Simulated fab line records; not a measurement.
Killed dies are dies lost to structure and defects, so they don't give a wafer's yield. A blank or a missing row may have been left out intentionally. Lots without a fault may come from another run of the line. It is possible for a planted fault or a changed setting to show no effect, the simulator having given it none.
One fault through the eyes of 2 desks :: flow sky130 :: each desk holds nothing but its own numbers, with what lay behind them at the end

== AT THE TOOL OWNER'S DESK: pvd_sputter-04 ==
At SKY_METAL3_SPUTTER_04 (material TiN, target thk 70 nm, time 58.3 s) the tool's own readings: per lot run on this tool, the mean of the sampled wafers that have a number. A lot is out of limits, marked OUT, if its mean lies more than 4 standard deviations from the usual mean; the brackets give that distance.
Columns: A = chamber_pressure_pa at SKY_METAL3_SPUTTER_04, usual 0.3999 Pa; B = throttle_valve_pct at SKY_METAL3_SPUTTER_04, usual 30.1 %
lot: L234
first seen here: day 37 08:10
A: 0.3998
B: 29.3

lot: L237
first seen here: day 38 20:59
A: 0.3995
B: 30.2

lot: L241
first seen here: day 39 04:25
A: 0.4008
B: 29.9

lot: L251
first seen here: day 42 00:49
A: 0.3908 (-11) OUT
B: 30.3

lot: L252
first seen here: day 42 03:29
A: 0.3915 (-10) OUT
B: 29.8
This desk's verdict: out of limits on L251, L252, starting with L251 at day 42 00:49 (chamber_pressure_pa at SKY_METAL3_SPUTTER_04). Within limits: L234, L237, L241.

== THE METROLOGY DESK ==
Lot by lot, what the gauges showed, no matter which tool ran the lot: averages of those sampled wafers that carry a number. A lot is out of limits, marked OUT, if its mean lies more than 4 standard deviations from the usual mean; the brackets give that distance.
Columns: A = VIA2_BOW at SKY_VIA2_BOW_MEAS_03, usual 88 um; B = CAPM_TIN_THK at SKY_CAPM_THK_MEAS_04, usual 203.7 nm
lot: L232
first seen here: day 35 03:00
A: 92
B: 203.9

lot: L233
first seen here: day 35 09:50
A: 86
B: 202.9

lot: L234
first seen here: day 36 04:13
A: 78
B: 200.7

lot: L235
first seen here: day 36 07:14
A: 84
B: 205.8

lot: L237
first seen here: day 37 18:31
A: 84
B: 206.2

lot: L241
first seen here: day 38 01:36
A: 87
B: 201.2

lot: L243
first seen here: day 38 17:19
A: 84
B: 201.5

lot: L250
first seen here: day 40 17:36
A: 81
B: 204.6

lot: L251
first seen here: day 40 22:31
A: 98
B: 202.0

lot: L252
first seen here: day 41 01:44
A: 86
B: 205.3

lot: L254
first seen here: day 41 15:17
A: 93
B: 206.0

lot: L255
first seen here: day 41 21:31
A: 95
B: 203.2
This desk found nothing out of limits on any of the 12 lots.

== PUT TOGETHER ==
At day 42 00:49, on L251, L252, the tool owner's desk was in a position to raise an alarm.
Nothing out of limits was seen by the metrology desk.
The metrology desk holds a record of L251, L252, inside its limits.
Of the lots named, all ran SKY_METAL3_SPUTTER_04 on pvd_sputter-04.

== WHAT HAD BEEN PUT IN BY THE SIMULATOR ==
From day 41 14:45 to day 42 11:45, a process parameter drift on pvd_sputter-04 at SKY_METAL3_SPUTTER_04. A move of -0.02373 in setting chamber_pressure_pa, from 0.4. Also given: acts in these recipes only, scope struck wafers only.
Struck lots among those shown: L251, L252.
How many hours passed from the start of the fault until each desk's first out-of-limits reading: the tool owner's desk, 10.
